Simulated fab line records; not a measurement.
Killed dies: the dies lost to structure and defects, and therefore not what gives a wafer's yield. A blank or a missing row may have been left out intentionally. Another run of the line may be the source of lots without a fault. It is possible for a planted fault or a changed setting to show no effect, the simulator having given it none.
fab line records	flow gf180mcu
record: lots: 24	wafers: 72	lastDay: 34
route steps=602 shown V1@361 M2@363 V2@396 V3@451
lots that met no fault: taken from a fault-free run of the same line
startH: hours from the record's opening day to when the first of the lot's shown wafers began	waitH: time in hours since the lot's previous step	" as in the row above	L1.1+2: several wafers, shown together as one row	- no value present, or no start provided	* or withheld: withheld	< > ~ a bound
route shown NAME@n: names a module that has steps shown in the file, with the first one's number in the route	usual: mean and standard deviation over wafers with no fault	same: alike in all rows	chamber/n: place in a boat	sites: readings site by site	_std_site: standard deviation of those values	_edge_site: the outer-site mean with the inner-site mean subtracted	radiusMm: for every site, how far away it sits from the centre of the wafer	mask NAME#n: copy n	behind: the most recent tool/chamber to have shaped the wafer	hold: reason for holding the lot/hours on hold/outcome of the hold	device: the n, p or np transistor that did not switch	end of line: the tests these same wafers got at the end of their route	where a step has no rows: the recipe by itself	killed: at the first sort, the dies lost to defects and structure; wafer yield is something else	map: the dies of a wafer, with x for killed, . for not killed, _ for no die there
set.NAME: the setting that was run; set.NAME@STEP: the one run at that earlier step	model.NAME: the simulator's own value behind a step, which no gauge read
the route's steps for a sample of lots (tables are steps, rows are wafers)
services: from which hour (startH, from the record's first day; less than 0 if before it) a tool's chamber was out of use, for how many hours, and why
== steps ==
step: GF_V1_CMP_26
recipe: stopOn: SiO2	downForcePsi: 3.5	platenRpm: 60	tOverpolishS: 15	targetThkNm: 0	padVelocityMS: 0.94248
usual: motorCurrentA: 10.9/1.2	overpolishRunS: 14.998/0.0083	timeToEndpointS: 85/4.3
lot.wafer	tool	chamber	startH	waitH	motorCurrentA	overpolishRunS	timeToEndpointS
L074.4	cmp-01	2	415.53	0.1	11.6	14.994	91
L074.3	"	3	"	"	9.2	14.987	83
L074.5	"	2	"	"	11.2	14.994	90
L075.1	cmp-02	3	422.79	0.1	9.9	14.990	92
L075.3	"	0	"	"	10.6	14.999	91
L075.6	"	0	"	"	11.2	15.002	96
L076.2	cmp-02	0	433.99	0.1	11.5	15.012	89
L076.3	"	1	"	"	13.3	15.011	87
L076.4	"	2	"	"	11.4	14.998	87
L077.2	cmp-01	0	446.62	0.0	9.1	14.999	77
L077.3	"	1	"	"	11.5	14.994	80
L077.5	"	1	"	"	11.6	14.991	80
L078.2	cmp-02	0	451.73	0.0	10.8	14.983	84
L078.1	"	3	"	"	10.2	14.997	87
L078.6	"	1	"	"	12.2	15.013	89
L079.3	cmp-01	2	466.60	0.1	11.3	15.003	92
L079.6	"	1	"	"	11.8	15.001	82
L079.5	"	2	"	"	11.0	14.985	91
L080.4	cmp-02	3	476.04	0.1	10.1	14.989	90
L080.3	"	1	"	"	12.3	14.989	90
L080.5	"	2	"	"	10.9	14.990	85
L081.3	cmp-02	2	483.36	0.1	11.0	14.992	83
L081.2	"	3	"	"	9.6	14.983	85
L081.5	"	2	"	"	11.0	14.987	83
L082.3	cmp-02	2	488.35	0.1	10.8	14.998	81
L082.2	"	3	"	"	10.2	14.989	87
L082.6	"	1	"	"	12.2	15.008	88
L083.1	cmp-01	3	499.74	0.2	9.2	15.008	83
L083.5	"	0	"	"	9.1	14.992	84
L083.6	"	1	"	"	12.0	14.989	87
L084.4	cmp-02	2	509.12	0.0	11.1	14.990	81
L084.2	"	3	"	"	10.3	15.002	84
L084.6	"	3	"	"	10.3	15.006	83
L085.4	cmp-02	0	515.50	0.1	10.2	15.002	86
L085.2	"	1	"	"	12.7	15.000	86
L085.5	"	3	"	"	10.1	14.994	84
L086.3	cmp-01	2	516.19	0.1	11.1	15.006	93
L086.4	"	3	"	"	9.2	15.005	83
L086.6	"	1	"	"	12.1	15.017	86
L087.3	cmp-02	2	532.53	0.1	10.9	14.996	83
L087.2	"	3	"	"	9.6	14.988	86
L087.5	"	0	"	"	11.1	14.993	92
L088.1	cmp-01	3	537.74	0.1	9.4	14.993	76
L088.3	"	1	"	"	11.8	14.994	80
L088.6	"	0	"	"	9.2	15.004	80
L089.3	cmp-02	2	548.24	0.0	11.1	14.989	81
L089.4	"	3	"	"	10.4	15.005	88
L089.6	"	2	"	"	10.8	14.997	84
L090.1	cmp-01	2	552.01	0.1	11.2	15.009	92
L090.2	"	3	"	"	9.0	15.009	82
L090.3	"	0	"	"	9.1	14.998	84
L091.3	cmp-02	1	560.86	0.0	13.2	15.000	85
L091.1	"	0	"	"	11.4	15.001	88
L091.6	"	2	"	"	11.7	15.001	82
L092.3	cmp-01	0	569.38	0.0	9.1	14.985	79
L092.4	"	2	"	"	11.5	15.003	86
L092.6	"	1	"	"	12.4	15.015	78
L093.2	cmp-01	2	577.61	0.0	11.1	14.999	92
L093.4	"	0	"	"	8.9	15.000	75
L093.3	"	1	"	"	12.0	15.005	83
L094.2	cmp-02	0	583.21	0.2	11.0	15.001	86
L094.5	"	1	"	"	13.1	15.008	85
L094.6	"	2	"	"	11.2	14.996	81
L095.1	cmp-01	1	589.39	0.1	12.3	14.999	81
L095.3	"	2	"	"	11.5	15.012	92
L095.5	"	1	"	"	11.6	15.016	83
L096.1	cmp-02	0	601.49	0.1	11.0	14.985	83
L096.2	"	2	"	"	10.9	15.012	75
L096.6	"	3	"	"	10.2	14.977	80
L097.4	cmp-01	1	602.05	0.1	11.5	14.990	86
L097.3	"	2	"	"	11.7	15.002	91
L097.5	"	1	"	"	11.6	15.001	85
step: GF_M2_SPUTTER_01
recipe: material: TiN	targetThkNm: 30	powerW: 6500	timeS: 25	chamberPressurePa: 0.4
usual: throttleValvePct: 29.8/1
lot.wafer	tool	chamber	startH	waitH	throttleValvePct
L074.3	pvdSputter-04	-	415.88	0.1	27.6
L074.4	"	-	"	"	30.9
L074.5	"	-	"	"	30.5
L075.1	pvdSputter-01	-	423.19	0.1	28.8
L075.3	"	-	"	"	30.8
L075.6	"	-	"	"	30.4
L076.2	pvdSputter-04	-	434.34	0.1	29.5
L076.3	"	-	"	"	30.7
L076.4	"	-	"	"	31.0
L077.2	pvdSputter-01	-	447.02	0.1	29.5
L077.3	"	-	"	"	30.1
L077.5	"	-	"	"	30.4
L078.1	pvdSputter-01	-	452.13	0.1	29.2
L078.2	"	-	"	"	29.7
L078.6	"	-	"	"	29.7
L079.3	pvdSputter-01	-	466.95	0.1	30.7
L079.5	"	-	"	"	29.7
L079.6	"	-	"	"	30.4
L080.3	pvdSputter-04	-	476.39	0.1	29.5
L080.4	"	-	"	"	30.8
L080.5	"	-	"	"	31.0
L081.2	pvdSputter-04	-	483.71	0.1	30.8
L081.3	"	-	"	"	30.9
L081.5	"	-	"	"	30.9
L082.2	pvdSputter-04	-	488.65	0.1	27.5
L082.3	"	-	"	"	29.7
L082.6	"	-	"	"	30.7
L083.1	pvdSputter-02	-	499.99	0.1	29.5
L083.5	"	-	"	"	31.6
L083.6	"	-	"	"	29.4
L084.2	pvdSputter-01	-	509.54	0.1	29.7
L084.4	"	-	"	"	30.1
L084.6	"	-	"	"	30.3
L085.2	pvdSputter-02	-	515.80	0.1	28.9
L085.4	"	-	"	"	31.6
L085.5	"	-	"	"	29.4
L086.3	pvdSputter-04	-	516.49	0.1	30.8
L086.4	"	-	"	"	31.1
L086.6	"	-	"	"	30.5
L087.2	pvdSputter-01	-	532.84	0.1	30.5
L087.3	"	-	"	"	30.2
L087.5	"	-	"	"	30.2
L088.1	pvdSputter-02	-	538.14	0.1	31.4
L088.3	"	-	"	"	29.7
L088.6	"	-	"	"	29.1
L089.3	pvdSputter-04	-	548.64	0.1	29.6
L089.4	"	-	"	"	27.6
L089.6	"	-	"	"	29.4
L090.1	pvdSputter-02	-	552.36	0.1	29.5
L090.2	"	-	"	"	28.7
L090.3	"	-	"	"	31.7
L091.1	pvdSputter-02	-	561.26	0.1	29.1
L091.3	"	-	"	"	28.6
L091.6	"	-	"	"	29.2
L092.3	pvdSputter-01	-	569.78	0.1	30.3
L092.4	"	-	"	"	30.2
L092.6	"	-	"	"	28.9
L093.2	pvdSputter-02	-	578.01	0.1	29.2
L093.3	"	-	"	"	31.2
L093.4	"	-	"	"	29.1
L094.2	pvdSputter-02	-	583.46	0.1	29.2
L094.5	"	-	"	"	28.7
L094.6	"	-	"	"	29.6
L095.1	pvdSputter-02	-	589.79	0.1	29.2
L095.3	"	-	"	"	29.4
L095.5	"	-	"	"	28.8
L096.1	pvdSputter-04	-	601.84	0.1	29.7
L096.2	"	-	"	"	27.5
L096.6	"	-	"	"	29.7
L097.3	pvdSputter-02	-	602.40	0.1	31.3
L097.4	"	-	"	"	29.2
L097.5	"	-	"	"	31.4
step: GF_V2_CD_MEAS_14
recipe: targetCdNm: 260
usual: cdNm: 259.8/1.3
lot.wafer	tool	chamber	startH	waitH	cdNm
L074.3	cdSem-01	-	465.51	0.1	258.2
L074.4	"	-	"	"	258.5
L074.5	"	-	"	"	257.8
L075.1	cdSem-01	-	473.24	0.1	257.8
L075.3	"	-	"	"	258.7
L075.6	"	-	"	"	257.7
L076.2	cdSem-02	-	484.06	0.1	257.2
L076.3	"	-	"	"	257.6
L076.4	"	-	"	"	257.0
L077.2	cdSem-01	-	496.46	0.1	260.9
L077.3	"	-	"	"	260.9
L077.5	"	-	"	"	260.1
L078.1	cdSem-02	-	502.05	0.1	259.1
L078.2	"	-	"	"	260.0
L078.6	"	-	"	"	259.3
L079.3	cdSem-02	-	515.93	0.1	258.6
L079.5	"	-	"	"	259.7
L079.6	"	-	"	"	259.8
L080.3	cdSem-02	-	524.83	0.1	257.3
L080.4	"	-	"	"	257.6
L080.5	"	-	"	"	258.5
L081.2	cdSem-02	-	531.59	0.1	260.2
L081.3	"	-	"	"	259.5
L081.5	"	-	"	"	258.2
L082.2	cdSem-02	-	537.26	0.1	259.1
L082.3	"	-	"	"	260.4
L082.6	"	-	"	"	259.9
L083.1	cdSem-01	-	547.99	0.1	259.9
L083.5	"	-	"	"	261.4
L083.6	"	-	"	"	261.0
L084.2	cdSem-01	-	557.16	0.1	263.2
L084.4	"	-	"	"	262.0
L084.6	"	-	"	"	260.7
L085.2	cdSem-02	-	562.86	0.1	258.7
L085.4	"	-	"	"	259.7
L085.5	"	-	"	"	258.2
L086.3	cdSem-01	-	562.96	0.1	259.9
L086.4	"	-	"	"	260.8
L086.6	"	-	"	"	261.2
L087.2	cdSem-02	-	578.71	0.1	260.3
L087.3	"	-	"	"	259.4
L087.5	"	-	"	"	259.3
L088.1	cdSem-01	-	583.37	0.1	261.1
L088.3	"	-	"	"	260.6
L088.6	"	-	"	"	261.4
L089.3	cdSem-01	-	592.56	0.1	259.0
L089.4	"	-	"	"	259.7
L089.6	"	-	"	"	257.8
L090.1	cdSem-02	-	598.09	0.1	260.3
L090.2	"	-	"	"	260.2
L090.3	"	-	"	"	260.5
L091.1	cdSem-02	-	606.07	0.1	260.3
L091.3	"	-	"	"	260.5
L091.6	"	-	"	"	261.7
L092.3	cdSem-02	-	614.03	0.1	259.8
L092.4	"	-	"	"	261.1
L092.6	"	-	"	"	259.9
L093.2	cdSem-02	-	621.11	0.1	263.0
L093.3	"	-	"	"	260.5
L093.4	"	-	"	"	260.8
L094.2	cdSem-01	-	626.34	0.1	261.5
L094.5	"	-	"	"	261.2
L094.6	"	-	"	"	261.2
L095.1	cdSem-01	-	632.99	0.1	259.3
L095.3	"	-	"	"	259.5
L095.5	"	-	"	"	258.6
L096.1	cdSem-02	-	644.09	0.1	260.4
L096.2	"	-	"	"	260.4
L096.6	"	-	"	"	259.0
L097.3	cdSem-02	-	645.38	0.1	260.2
L097.4	"	-	"	"	259.1
L097.5	"	-	"	"	259.3
step: GF_V2_ETCH_16
recipe: chemistry: N2/H2	targetDepthA: withheld	overetchA: withheld	timeS: withheld	target: BARC	ionEnergyEv: 200	sourceW: 500	biasW: 100	pressureMtorr: 30	n2FlowSccm: 100	h2FlowSccm: 200
usual: drypumpMotorCurrentA: 5.8/0.51	h2FlowSccm: 199.8/0.57	n2FlowSccm: 99.9/0.33	oesProductAu: 0.854/0.0048	throttleValvePct: 13.225/0.0092
lot.wafer	tool	chamber	startH	waitH	drypumpMotorCurrentA	h2FlowSccm	n2FlowSccm	oesProductAu	throttleValvePct
L074.3	rieDiel-02	1	465.63	0.0	6.6	199.5	99.7	0.845	13.224
L074.4	"	0	"	"	5.7	199.3	99.6	0.840	13.222
L074.5	"	2	"	"	5.5	199.9	100.6	0.858	13.227
L075.1	rieDiel-03	3	473.39	0.0	6.1	199.4	100.7	0.849	13.222
L075.3	"	0	"	"	6.6	200.8	100.1	0.858	13.228
L075.6	"	3	"	"	6.0	199.5	100.4	0.856	13.210
L076.2	rieDiel-03	0	484.19	0.0	6.6	200.5	99.8	0.857	13.227
L076.3	"	3	"	"	6.0	200.2	99.8	0.862	13.221
L076.4	"	2	"	"	5.3	199.9	99.6	0.850	13.222
L077.2	rieDiel-03	3	496.59	0.0	6.0	199.7	100.3	0.853	13.228
L077.3	"	0	"	"	6.5	199.7	99.9	0.847	13.223
L077.5	"	1	"	"	5.9	199.6	99.9	0.860	13.242
L078.1	rieDiel-03	3	502.20	0.0	6.0	199.9	100.0	0.853	13.219
L078.2	"	1	"	"	5.9	200.4	100.2	0.846	13.219
L078.6	"	3	"	"	6.0	199.9	99.3	0.854	13.232
L079.3	rieDiel-01	0	516.04	0.0	5.1	200.3	99.7	0.855	13.238
L079.5	"	2	"	"	5.0	199.4	99.8	0.853	13.225
L079.6	"	1	"	"	5.5	199.4	100.8	0.853	13.240
L080.3	rieDiel-03	0	524.94	0.0	6.6	199.9	99.8	0.858	13.243
L080.4	"	3	"	"	6.0	200.8	100.2	0.847	13.219
L080.5	"	0	"	"	6.6	200.0	99.6	0.852	13.246
L081.2	rieDiel-01	3	531.72	0.0	6.0	199.6	100.1	0.855	13.205
L081.3	"	0	"	"	5.1	201.3	100.3	0.866	13.233
L081.5	"	2	"	"	5.0	200.2	99.3	0.852	13.220
L082.2	rieDiel-01	2	537.39	0.0	5.0	199.6	100.4	0.854	13.225
L082.3	"	0	"	"	5.1	199.8	99.8	0.856	13.221
L082.6	"	3	"	"	6.0	199.3	99.7	0.858	13.215
L083.1	rieDiel-01	2	548.14	0.0	5.0	199.6	100.4	0.849	13.235
L083.5	"	3	"	"	6.0	199.1	100.0	0.852	13.250
L083.6	"	0	"	"	5.1	198.9	99.9	0.848	13.222
L084.2	rieDiel-03	2	557.29	0.0	5.3	199.4	100.2	0.848	13.229
L084.4	"	1	"	"	5.9	200.0	100.1	0.853	13.210
L084.6	"	3	"	"	6.0	198.9	100.2	0.855	13.219
L085.2	rieDiel-03	0	562.99	0.0	6.6	199.9	99.7	0.852	13.232
L085.4	"	1	"	"	5.9	199.4	99.7	0.849	13.229
L085.5	"	0	"	"	6.5	200.2	99.6	0.851	13.235
L086.3	rieDiel-01	0	563.07	0.0	5.1	200.0	100.1	0.854	13.221
L086.4	"	1	"	"	5.5	199.9	100.2	0.851	13.231
L086.6	"	0	"	"	5.1	199.7	100.5	0.853	13.231
L087.2	rieDiel-01	3	578.84	0.0	6.0	199.7	100.3	0.857	13.233
L087.3	"	0	"	"	5.1	199.6	100.3	0.847	13.232
L087.5	"	2	"	"	5.0	201.1	99.5	0.857	13.222
L088.1	rieDiel-01	1	583.52	0.0	5.6	200.5	99.8	0.852	13.226
L088.3	"	3	"	"	6.0	200.3	100.0	0.860	13.236
L088.6	"	3	"	"	6.0	200.1	99.6	0.851	13.221
L089.3	rieDiel-03	0	592.67	0.0	6.6	199.8	99.6	0.859	13.224
L089.4	"	2	"	"	5.4	200.1	99.8	0.855	13.216
L089.6	"	3	"	"	6.0	199.6	99.8	0.849	13.230
L090.1	rieDiel-01	0	598.25	0.0	5.1	201.7	99.9	0.864	13.230
L090.2	"	3	"	"	6.0	200.0	100.7	0.853	13.234
L090.3	"	1	"	"	5.5	199.7	100.2	0.847	13.229
L091.1	rieDiel-03	1	606.22	0.0	5.9	199.8	99.6	0.856	13.223
L091.3	"	0	"	"	6.6	200.3	99.9	0.855	13.219
L091.6	"	1	"	"	5.9	199.5	99.8	0.869	13.229
L092.3	rieDiel-02	2	614.15	0.0	5.5	200.1	99.8	0.851	13.210
L092.4	"	3	"	"	6.4	199.2	100.2	0.862	13.240
L092.6	"	3	"	"	6.4	199.9	100.1	0.859	13.213
L093.2	rieDiel-03	2	621.24	0.0	5.3	199.8	99.8	0.854	13.212
L093.3	"	3	"	"	6.0	199.8	99.9	0.845	13.227
L093.4	"	0	"	"	6.6	200.0	99.1	0.857	13.222
L094.2	rieDiel-03	3	626.47	0.0	6.0	200.5	99.9	0.847	13.229
L094.5	"	1	"	"	5.9	200.7	100.1	0.850	13.233
L094.6	"	2	"	"	5.3	200.4	99.4	0.856	13.214
L095.1	rieDiel-02	3	633.14	0.0	6.4	200.0	99.8	0.857	13.235
L095.3	"	1	"	"	6.6	200.1	99.2	0.857	13.237
L095.5	"	0	"	"	5.6	199.5	99.4	0.859	13.228
L096.1	rieDiel-01	3	644.25	0.0	6.0	199.6	99.8	0.855	13.220
L096.2	"	2	"	"	5.0	199.0	100.8	0.860	13.250
L096.6	"	2	"	"	5.0	200.9	100.3	0.851	13.215
L097.3	rieDiel-03	0	645.50	0.0	6.6	199.3	99.5	0.846	13.218
L097.4	"	1	"	"	5.9	198.9	99.3	0.847	13.242
L097.5	"	1	"	"	5.9	199.1	99.8	0.860	13.228
step: GF_V3_SPUTTER_22
recipe: material: TiN	targetThkNm: 10	chamberPressurePa: 5	powerW: 4000	timeS: 40
usual: throttleValvePct: 29.6/0.9
lot.wafer	tool	chamber	startH	waitH	throttleValvePct
L074.3	pvdSputter-04	-	517.33	0.0	30.9
L074.4	"	-	"	"	27.4
L074.5	"	-	"	"	30.7
L075.1	pvdSputter-01	-	524.42	0.0	30.1
L075.3	"	-	"	"	30.2
L075.6	"	-	"	"	28.8
L076.2	pvdSputter-04	-	535.97	0.0	27.3
L076.3	"	-	"	"	30.9
L076.4	"	-	"	"	31.2
L077.2	pvdSputter-04	-	546.55	0.0	30.7
L077.3	"	-	"	"	27.5
L077.5	"	-	"	"	27.3
L078.1	pvdSputter-01	-	551.86	0.0	29.8
L078.2	"	-	"	"	30.6
L078.6	"	-	"	"	30.6
L079.3	pvdSputter-01	-	565.16	0.0	29.8
L079.5	"	-	"	"	29.9
L079.6	"	-	"	"	30.5
L080.3	pvdSputter-04	-	573.70	0.0	27.7
L080.4	"	-	"	"	30.7
L080.5	"	-	"	"	27.3
L081.2	pvdSputter-03	-	579.22	0.0	29.5
L081.3	"	-	"	"	28.6
L081.5	"	-	"	"	29.4
L082.2	pvdSputter-01	-	586.11	0.0	29.0
L082.3	"	-	"	"	29.9
L082.6	"	-	"	"	30.7
L083.1	pvdSputter-01	-	595.08	0.0	30.4
L083.5	"	-	"	"	29.7
L083.6	"	-	"	"	30.2
L084.2	pvdSputter-03	-	604.34	0.0	29.7
L084.4	"	-	"	"	28.8
L084.6	"	-	"	"	29.0
L086.3	pvdSputter-03	-	610.50	0.0	29.4
L086.4	"	-	"	"	28.9
L086.6	"	-	"	"	28.8
L085.2	pvdSputter-04	-	610.51	0.0	30.9
L085.4	"	-	"	"	27.3
L085.5	"	-	"	"	29.7
L087.2	pvdSputter-01	-	625.55	0.0	29.5
L087.3	"	-	"	"	29.0
L087.5	"	-	"	"	29.1
L088.1	pvdSputter-03	-	629.16	0.0	28.8
L088.3	"	-	"	"	29.4
L088.6	"	-	"	"	28.4
L089.3	pvdSputter-01	-	637.90	0.0	28.9
L089.4	"	-	"	"	30.4
L089.6	"	-	"	"	29.8
L090.1	pvdSputter-01	-	643.19	0.0	30.1
L090.2	"	-	"	"	30.1
L090.3	"	-	"	"	29.8
L091.1	pvdSputter-01	-	650.21	0.0	30.4
L091.3	"	-	"	"	30.2
L091.6	"	-	"	"	29.5
L092.3	pvdSputter-01	-	658.06	0.0	30.5
L092.4	"	-	"	"	28.9
L092.6	"	-	"	"	30.7
L093.2	pvdSputter-03	-	663.99	0.0	28.7
L093.3	"	-	"	"	29.7
L093.4	"	-	"	"	28.8
L094.2	pvdSputter-04	-	669.70	0.0	29.5
L094.5	"	-	"	"	30.7
L094.6	"	-	"	"	27.4
L095.1	pvdSputter-03	-	676.22	0.0	28.9
L095.3	"	-	"	"	29.7
L095.5	"	-	"	"	29.3
L096.1	pvdSputter-03	-	686.32	0.0	29.5
L096.2	"	-	"	"	29.4
L096.6	"	-	"	"	29.5
L097.3	pvdSputter-03	-	687.02	0.0	29.4
L097.4	"	-	"	"	28.9
L097.5	"	-	"	"	29.5
step: GF_V3_CVD_23
recipe: material: W	targetThkNm: 350	timeS: 104.9	tempC: 400	pressureTorr: 40
usual: heaterPowerW: 887/58	susceptorTempC: 399.94/0.24
lot.wafer	tool	chamber	startH	waitH	heaterPowerW	susceptorTempC
L074.3	cvdW-02	0	517.41	0.1	905	399.90
L074.4	"	1	"	"	782	399.57
L074.5	"	1	"	"	795	399.78
L075.1	cvdW-01	1	524.47	0.0	841	400.26
L075.3	"	1	"	"	862	399.99
L075.6	"	1	"	"	843	400.14
L076.2	cvdW-02	0	536.01	0.0	892	399.84
L076.3	"	0	"	"	934	400.02
L076.4	"	1	"	"	773	399.92
L077.2	cvdW-01	1	546.59	0.0	839	399.64
L077.3	"	0	"	"	944	400.03
L077.5	"	0	"	"	946	399.74
L078.1	cvdW-01	0	551.90	0.0	966	400.33
L078.2	"	1	"	"	864	399.85
L078.6	"	1	"	"	851	399.91
L079.3	cvdW-01	0	565.24	0.1	951	399.46
L079.5	"	0	"	"	997	399.67
L079.6	"	1	"	"	851	399.85
L080.3	cvdW-01	0	573.77	0.1	931	399.96
L080.4	"	1	"	"	857	399.62
L080.5	"	0	"	"	938	400.00
L081.2	cvdW-02	1	579.26	0.0	787	399.59
L081.3	"	1	"	"	788	400.08
L081.5	"	1	"	"	797	399.90
L082.2	cvdW-02	0	586.15	0.0	904	399.94
L082.3	"	0	"	"	899	399.97
L082.6	"	1	"	"	801	400.26
L083.1	cvdW-02	0	595.12	0.0	904	400.29
L083.5	"	0	"	"	937	400.12
L083.6	"	1	"	"	806	399.63
L084.2	cvdW-01	1	604.37	0.0	840	400.27
L084.4	"	1	"	"	844	400.07
L084.6	"	0	"	"	947	400.24
L085.2	cvdW-02	0	610.55	0.0	912	399.69
L085.4	"	0	"	"	924	399.62
L085.5	"	1	"	"	792	400.09
L086.3	cvdW-01	0	610.57	0.1	928	399.75
L086.4	"	1	"	"	869	399.95
L086.6	"	0	"	"	962	399.82
L087.2	cvdW-01	1	625.59	0.0	850	399.74
L087.3	"	1	"	"	856	399.85
L087.5	"	1	"	"	859	399.75
L088.1	cvdW-01	0	629.20	0.0	946	399.89
L088.3	"	1	"	"	855	400.03
L088.6	"	0	"	"	962	399.93
L089.3	cvdW-01	1	637.97	0.1	868	399.52
L089.4	"	0	"	"	962	400.09
L089.6	"	1	"	"	855	399.68
L090.1	cvdW-01	0	643.23	0.0	948	399.89
L090.2	"	1	"	"	860	399.58
L090.3	"	1	"	"	854	399.88
L091.1	cvdW-01	0	650.24	0.0	967	400.09
L091.3	"	1	"	"	864	400.22
L091.6	"	0	"	"	930	400.39
L092.3	cvdW-01	1	658.22	0.1	858	400.01
L092.4	"	0	"	"	960	399.65
L092.6	"	0	"	"	927	399.66
L093.2	cvdW-01	1	664.03	0.0	864	400.09
L093.3	"	0	"	"	961	400.67
L093.4	"	1	"	"	852	400.13
L094.2	cvdW-01	1	669.74	0.0	835	399.79
L094.5	"	1	"	"	872	399.86
L094.6	"	0	"	"	958	399.71
L095.1	cvdW-02	0	676.25	0.0	891	399.89
L095.3	"	1	"	"	798	399.67
L095.5	"	1	"	"	786	399.54
L096.1	cvdW-01	1	686.35	0.0	862	400.07
L096.2	"	0	"	"	956	400.04
L096.6	"	0	"	"	936	399.94
L097.3	cvdW-01	1	687.10	0.1	854	399.98
L097.4	"	0	"	"	948	399.74
L097.5	"	0	"	"	947	400.05
== services ==
tool	chamber	startH	hours	kind
cmp-02	-	404.00	4.0	pm
cmp-02	-	406.38	4.2	repair
rieDiel-03	3	416.75	6.0	repair
rieDiel-03	1	436.95	8.9	repair
cvdW-01	0	439.24	9.7	repair
cmp-02	-	444.00	5.2	pm
rieDiel-03	1	458.80	3.5	repair
cmp-02	-	465.89	1.4	repair
cmp-01	-	467.45	8.5	pm
rieDiel-03	2	491.00	7.2	repair
cmp-02	-	504.09	0.2	repair
rieDiel-03	3	505.41	8.2	repair
cmp-01	-	508.88	1.8	repair
cmp-02	-	521.19	1.4	repair
cmp-02	-	536.71	4.7	repair
cmp-01	-	563.35	2.3	repair
cmp-01	-	573.11	4.0	pm
cmp-02	-	589.34	0.9	repair
cmp-01	-	616.10	4.1	pm
rieDiel-03	0	631.71	6.1	repair
cvdW-01	0	656.66	1.4	repair
rieDiel-03	1	661.49	22.6	repair
cvdW-01	-	684.13	0.2	repair
cmp-01	-	685.62	0.9	repair
== key ==
fault none
